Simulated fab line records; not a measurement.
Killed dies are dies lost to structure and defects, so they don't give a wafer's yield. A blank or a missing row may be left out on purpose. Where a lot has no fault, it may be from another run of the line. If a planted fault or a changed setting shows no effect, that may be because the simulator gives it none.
The tool behind it: which one? + flow sky130 + Sampling: 12 lots, 35 wafers, 6 of 708 route steps

## WHAT THE GAUGES READ, wafer by wafer
SKY_SD_N_RS_MEAS_16: a four-point-probe measurement. Usual: SD_N_RS gives 68.58 ohm/sq (standard deviation 0.12).
| lot  | measured     | on            | SD_N_RS (ohm/sq)  | flag |
|------|--------------|---------------|-------------------|------|
| L712 | day 27 17:07 | film metro-02 | 68.47 68.47 68.40 |      |
| L711 | day 27 18:08 | film metro-03 | 68.45 68.51 68.71 |      |
| L713 | day 29 12:11 | film metro-03 | 68.61 68.46 68.47 |      |
| L714 | day 29 13:38 | film metro-03 | 68.48 68.66 68.61 |      |
| L715 | day 33 00:02 | film metro-03 | 68.41 68.60 68.39 |      |
| L721 | day 33 06:37 | film metro-03 | 68.50 68.53 68.44 |      |
| L719 | day 33 06:53 | film metro-04 | 68.28 68.56 68.72 |      |
| L723 | day 33 08:05 | film metro-02 | 68.78 68.52       |      |
| L726 | day 33 13:41 | film metro-02 | 68.65 68.72 68.85 |      |
| L727 | day 33 15:23 | film metro-04 | 68.48 68.56 68.67 |      |
| L732 | day 34 08:29 | film metro-03 | 68.62 68.45 68.48 |      |
| L733 | day 34 15:55 | film metro-03 | 68.45 68.54 68.68 |      |

SKY_SD_N_RS_MEAS_17: a four-point-probe measurement. Usual: SD_P_RS gives 147.2 ohm/sq (standard deviation 0.38).
| lot  | measured     | on            | SD_P_RS (ohm/sq)  | flag |
|------|--------------|---------------|-------------------|------|
| L712 | day 27 17:14 | film metro-02 | 146.6 146.9 146.5 |      |
| L711 | day 27 18:15 | film metro-03 | 147.1 147.7 147.8 |      |
| L713 | day 29 12:19 | film metro-03 | 147.3 147.2 147.6 |      |
| L714 | day 29 13:45 | film metro-03 | 146.6 147.0 146.7 |      |
| L715 | day 33 00:09 | film metro-03 | 146.6 147.2 147.3 |      |
| L721 | day 33 06:44 | film metro-03 | 147.2 146.8 147.1 |      |
| L719 | day 33 07:00 | film metro-04 | 146.6 146.7 147.6 |      |
| L723 | day 33 08:12 | film metro-02 | 147.3 146.7       |      |
| L726 | day 33 13:49 | film metro-02 | 147.6 147.8 147.6 |      |
| L727 | day 33 15:31 | film metro-04 | 147.1 147.5 148.1 |      |
| L732 | day 34 08:37 | film metro-03 | 146.5 146.3 147.1 |      |
| L733 | day 34 16:02 | film metro-03 | 147.1 147.0 147.1 |      |

SKY_LI_CONTACT_RS_MEAS_22: a four-point-probe measurement. Usual: LI_CONTACT_W_RS gives 0.283 ohm/sq (standard deviation 0.0038).
| lot  | measured     | on            | LI_CONTACT_W_RS (ohm/sq) | flag |
|------|--------------|---------------|--------------------------|------|
| L712 | day 28 22:19 | film metro-02 | 0.281 0.283 0.283        |      |
| L711 | day 28 23:33 | film metro-03 | 0.282 0.283 0.281        |      |
| L713 | day 30 18:17 | film metro-03 | 0.287 0.288 0.284        |      |
| L714 | day 30 19:28 | film metro-02 | 0.284 0.283 0.282        |      |
| L715 | day 34 04:14 | film metro-04 | 0.286 0.282 0.281        |      |
| L721 | day 34 10:56 | film metro-04 | 0.285 0.280 0.263        |      |
| L719 | day 34 11:51 | film metro-03 | 0.282 0.287 0.283        |      |
| L723 | day 34 13:47 | film metro-04 | 0.288 0.265              |      |
| L726 | day 34 19:13 | film metro-03 | 0.284 0.283 0.286        |      |
| L727 | day 34 19:54 | film metro-03 | 0.284 0.289 0.285        |      |
| L732 | day 35 11:58 | film metro-02 | 0.285 0.282 0.282        |      |
| L733 | day 35 19:50 | film metro-03 | 0.282 0.285 0.284        |      |

SKY_LI_CONTACT_THK_MEAS_23: measures by xrf. Usual: LI_CONTACT_W_THK gives 395 nm (standard deviation 7.6).
| lot  | measured     | on            | LI_CONTACT_W_THK (nm) | flag |
|------|--------------|---------------|-----------------------|------|
| L712 | day 28 22:25 | film metro-02 | 404 399 398           |      |
| L711 | day 28 23:40 | film metro-03 | 396 397 401           |      |
| L713 | day 30 18:25 | film metro-03 | 389 388 393           |      |
| L714 | day 30 19:35 | film metro-02 | 399 401 404           |      |
| L715 | day 34 04:22 | film metro-04 | 390 394 399           |      |
| L721 | day 34 11:03 | film metro-04 | 393 395 428           |      |
| L719 | day 34 11:58 | film metro-03 | 392 384 391           |      |
| L723 | day 34 13:53 | film metro-04 | 388 417               |      |
| L726 | day 34 19:20 | film metro-03 | 387 389 387           |      |
| L727 | day 34 20:01 | film metro-03 | 387 380 385           |      |
| L732 | day 35 12:05 | film metro-02 | 398 399 403           |      |
| L733 | day 35 19:56 | film metro-03 | 391 390 390           |      |

## TOOL THAT RAN EACH LOT (tool first, then ch and the chambers of the sampled wafers, then the start)
| lot  | SKY_LI_CONTACT_STRIP_16              | SKY_LI_CONTACT_CVD_21         |
|------|--------------------------------------|-------------------------------|
| L712 | plasma asher-03 ch 0,1, day 28 21:44 | cvd w-02 ch 0,1, day 28 22:10 |
| L711 | plasma asher-03 ch 0,1, day 28 22:59 | cvd w-02 ch 0,1, day 28 23:25 |
| L713 | plasma asher-02 ch 0,1, day 30 17:44 | cvd w-01 ch 0,1, day 30 18:10 |
| L714 | plasma asher-01 ch 0,1, day 30 18:53 | cvd w-02 ch 0,1, day 30 19:20 |
| L715 | plasma asher-01 ch 0,1, day 34 03:41 | cvd w-01 ch 0,1, day 34 04:07 |
| L721 | plasma asher-01 ch 0,1, day 34 10:20 | cvd w-02 ch 0,1, day 34 10:47 |
| L719 | plasma asher-03 ch 0,1, day 34 11:17 | cvd w-01 ch 0,1, day 34 11:43 |
| L723 | plasma asher-03 ch 0,1, day 34 13:14 | cvd w-02 ch 0,1, day 34 13:40 |
| L726 | plasma asher-03 ch 0,1, day 34 18:38 | cvd w-01 ch 0,1, day 34 19:05 |
| L727 | plasma asher-02 ch 0, day 34 19:20   | cvd w-01 ch 0, day 34 19:46   |
| L732 | plasma asher-02 ch 0,1, day 35 11:23 | cvd w-01 ch 0,1, day 35 11:50 |
| L733 | plasma asher-02 ch 0,1, day 35 19:14 | cvd w-01 ch 0,1, day 35 19:41 |
- SKY_LI_CONTACT_STRIP_16: strips in O2/N2.
- SKY_LI_CONTACT_CVD_21: deposits W, target thk 400 nm, time 120.56 s.

## WHAT THE TOOLS THEMSELVES READ (means of the sampled wafers that have a number; where no wafer has one, the mark that the record gives instead)
SKY_LI_CONTACT_STRIP_16. Usual: drypump motor current A 5.7 A, standard deviation 0.66; oes product au 0.375 a.u., standard deviation 0.0048; strip time to endpoint s 3.48 s, standard deviation 0.04.
| lot  | tool            | drypump motor current A (A) | oes product au (a.u.) | strip time to endpoint s (s) | flag |
|------|-----------------|-----------------------------|-----------------------|------------------------------|------|
| L712 | plasma asher-03 | 5.2                         | 0.374                 | 3.51                         |      |
| L711 | plasma asher-03 | 5.5                         | 0.373                 | 3.48                         |      |
| L713 | plasma asher-02 | 6.3                         | 0.375                 | 3.48                         |      |
| L714 | plasma asher-01 | 5.5                         | 0.375                 | 3.50                         |      |
| L715 | plasma asher-01 | 5.4                         | 0.381                 | 3.48                         |      |
| L721 | plasma asher-01 | 5.4                         | 0.374                 | 3.46                         |      |
| L719 | plasma asher-03 | 5.5                         | 0.381                 | 3.51                         |      |
| L723 | plasma asher-03 | 5.3                         | 0.374                 | 3.50                         |      |
| L726 | plasma asher-03 | 5.5                         | 0.376                 | 3.48                         |      |
| L727 | plasma asher-02 | 6.7                         | 0.374                 | 3.47                         |      |
| L732 | plasma asher-02 | 5.8                         | 0.374                 | 3.42                         |      |
| L733 | plasma asher-02 | 5.8                         | 0.377                 | 3.46                         |      |

SKY_LI_CONTACT_CVD_21. Usual: heater power outer w 474 W, standard deviation 48; heater power w 770 W, standard deviation 73.
| lot  | tool     | heater power outer w (W) | heater power w (W) | flag |
|------|----------|--------------------------|--------------------|------|
| L712 | cvd w-02 | 469                      | 770                |      |
| L711 | cvd w-02 | 470                      | 791                |      |
| L713 | cvd w-01 | 439                      | 705                |      |
| L714 | cvd w-02 | 501                      | 840                |      |
| L715 | cvd w-01 | 459                      | 720                |      |
| L721 | cvd w-02 | 505                      | 832                |      |
| L719 | cvd w-01 | 474                      | 723                |      |
| L723 | cvd w-02 | 503                      | 808                |      |
| L726 | cvd w-01 | 438                      | 713                |      |
| L727 | cvd w-01 | 415                      | 690                |      |
| L732 | cvd w-01 | 441                      | 717                |      |
| L733 | cvd w-01 | 444                      | 711                |      |

## THE ANSWER, worked out from the rows above alone
Rule: a lot counts as off when the mean over its wafers that have a number is more than 3 standard deviations away from the usual mean. Also off: a lot with no number at a reading for which 4 or more lots have one. The other lots that the step has rows for count as sound. After the gauges, taken in route order, come the tools' own readings; for these a lot's mean is taken, as printed above. The first step at which some lot is off is used, and at that step the reading that is off furthest; a lot without a number counts as furthest.
No lot is off on any of the readings shown, so nothing can be concluded from this.

## WHAT THE SIMULATOR HAD INSERTED
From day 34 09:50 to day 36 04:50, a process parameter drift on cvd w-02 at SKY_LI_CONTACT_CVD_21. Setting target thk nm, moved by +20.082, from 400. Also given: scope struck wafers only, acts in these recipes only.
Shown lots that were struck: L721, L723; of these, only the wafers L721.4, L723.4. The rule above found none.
